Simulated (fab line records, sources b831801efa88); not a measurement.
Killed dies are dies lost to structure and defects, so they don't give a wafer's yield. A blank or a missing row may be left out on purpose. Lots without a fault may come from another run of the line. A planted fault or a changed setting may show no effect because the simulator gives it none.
Tool commonality check | flow sky130 | 13 lots, 39 wafers sampled

WHY IT WAS OPENED
At SKY_VT_ADJUST_HVTP_TW_MEAS_11 the reading VT_ADJUST_HVTP_TW is flagged on 1 of 13 lots. Wafers without a fault read 1353, standard deviation 6.5.
Rule: a lot is flagged when every wafer of it that has a number lies more than 4 standard deviations from that mean, or none has a number. The other lots count as sound.

lot  | measured     | on            | VT_ADJUST_HVTP_TW, wafer by wafer | flag
L901 | day 6 20:11  | film_metro-03 | 1366 1357 1363                    |
L902 | day 7 05:46  | film_metro-03 | 1355 1349 1341                    |
L903 | day 7 13:52  | film_metro-03 | 1356 1355 1355                    |
L904 | day 7 19:08  | film_metro-03 | 1342 1348 1340                    |
L905 | day 7 21:33  | film_metro-01 | 1356 1357 1361                    |
L906 | day 8 05:46  | film_metro-03 | 1350 1357 1345                    |
L907 | day 8 11:03  | film_metro-02 | 30 30 30                          | FLAGGED
L909 | day 8 22:23  | film_metro-03 | 1347 1341 1343                    |
L912 | day 9 16:13  | film_metro-03 | 1345 1348 1349                    |
L919 | day 11 20:49 | film_metro-02 | 1355 1365 1352                    |
L918 | day 11 21:15 | film_metro-01 | 1351 1359 1357                    |
L920 | day 12 03:18 | film_metro-02 | 1353 1346 1362                    |
L921 | day 12 10:45 | film_metro-03 | 1349 1354 1349                    |
The numbers of the flagged lots are 30 on average: -1323 against the usual, or -99 or more standard deviations.

WHICH TOOL RAN EACH LOT
The record holds 2 process steps before the reading, out of a route of 708 steps. In each cell: the tool, then ch and the chambers that the sampled wafers went through, then the start.
lot  | flag    | SKY_NWELL_STRIP_25                   | SKY_VT_ADJUST_HVTP_STRIP_10
L901 |         | plasma_asher-01 ch 0,1, day 6 01:00  | plasma_asher-01 ch 0,1, day 6 20:04
L902 |         | plasma_asher-01 ch 0,1, day 6 10:58  | plasma_asher-04 ch 0,1, day 7 05:40
L903 |         | plasma_asher-01 ch 0,1, day 6 18:44  | plasma_asher-04 ch 0,1, day 7 13:46
L904 |         | plasma_asher-03 ch 0,1, day 6 22:47  | plasma_asher-04 ch 0,1, day 7 19:04
L905 |         | plasma_asher-01 ch 0,1, day 7 02:18  | plasma_asher-01 ch 1, day 7 21:27
L906 |         | plasma_asher-03 ch 0,1, day 7 08:27  | plasma_asher-01 ch 0,1, day 8 05:40
L907 | FLAGGED | plasma_asher-01 ch 0,1, day 7 14:34  | plasma_asher-02 ch 0,1, day 8 10:57
L909 |         | plasma_asher-02 ch 0,1, day 8 00:52  | plasma_asher-04 ch 0,1, day 8 22:16
L912 |         | plasma_asher-03 ch 0,1, day 8 18:28  | plasma_asher-01 ch 0,1, day 9 16:06
L919 |         | plasma_asher-01 ch 0,1, day 10 20:29 | plasma_asher-01 ch 0,1, day 11 20:44
L918 |         | plasma_asher-01 ch 0,1, day 10 21:24 | plasma_asher-02 ch 0,1, day 11 21:08
L920 |         | plasma_asher-02 ch 0,1, day 11 03:07 | plasma_asher-04 ch 0,1, day 12 03:11
L921 |         | plasma_asher-02 ch 0,1, day 11 09:23 | plasma_asher-01 ch 0,1, day 12 10:40
What these steps do:
- SKY_NWELL_STRIP_25: strips in O2/N2.
- SKY_VT_ADJUST_HVTP_STRIP_10: strips in O2/N2.
- SKY_VT_ADJUST_HVTP_TW_MEAS_11

FLAGGED OVER TOTAL, TOOL BY TOOL (the gauges that took the reading come last)
step                          | tool            | lots run | flagged | share of the flagged lots | sound lots run after its first flagged lot
SKY_NWELL_STRIP_25            | plasma_asher-01 | 7        | 1       | all                       | 2 (L919,L918)
SKY_NWELL_STRIP_25            | plasma_asher-02 | 3        | 0       | none                      | -
SKY_NWELL_STRIP_25            | plasma_asher-03 | 3        | 0       | none                      | -
SKY_VT_ADJUST_HVTP_STRIP_10   | plasma_asher-01 | 6        | 0       | none                      | -
SKY_VT_ADJUST_HVTP_STRIP_10   | plasma_asher-02 | 2        | 1       | all                       | 1 (L918)
SKY_VT_ADJUST_HVTP_STRIP_10   | plasma_asher-04 | 5        | 0       | none                      | -
SKY_VT_ADJUST_HVTP_TW_MEAS_11 | film_metro-01   | 2        | 0       | none                      | -
SKY_VT_ADJUST_HVTP_TW_MEAS_11 | film_metro-02   | 3        | 1       | all                       | 2 (L919,L920)
SKY_VT_ADJUST_HVTP_TW_MEAS_11 | film_metro-03   | 8        | 0       | none                      | -

WHAT THE TABLE ALLOWS
3 rows of the table ran every flagged lot: plasma_asher-01 at SKY_NWELL_STRIP_25, plasma_asher-02 at SKY_VT_ADJUST_HVTP_STRIP_10, film_metro-02 at SKY_VT_ADJUST_HVTP_TW_MEAS_11.
- plasma_asher-01 at SKY_NWELL_STRIP_25: 1 of its 7 lots flagged. Sound lots ran on it after the first flagged one (L919, L918), which a lasting fault on the whole tool wouldn't allow. Its own readings lie more than 4 standard deviations out on every wafer of the flagged lots: oes_product_au.
- plasma_asher-02 at SKY_VT_ADJUST_HVTP_STRIP_10: 1 of its 2 lots flagged. Sound lots ran on it after the first flagged one (L918), which a lasting fault on the whole tool wouldn't allow. Its own readings lie more than 4 standard deviations out on every wafer of the flagged lots: strip_time_to_endpoint_s.
- film_metro-02 at SKY_VT_ADJUST_HVTP_TW_MEAS_11: 1 of its 3 lots flagged. Sound lots ran on it after the first flagged one (L919, L920), which a lasting fault on the whole tool wouldn't allow.
No row of the table ran every flagged lot and no sound lot after the first.

WHAT THE SIMULATOR HAD PUT IN
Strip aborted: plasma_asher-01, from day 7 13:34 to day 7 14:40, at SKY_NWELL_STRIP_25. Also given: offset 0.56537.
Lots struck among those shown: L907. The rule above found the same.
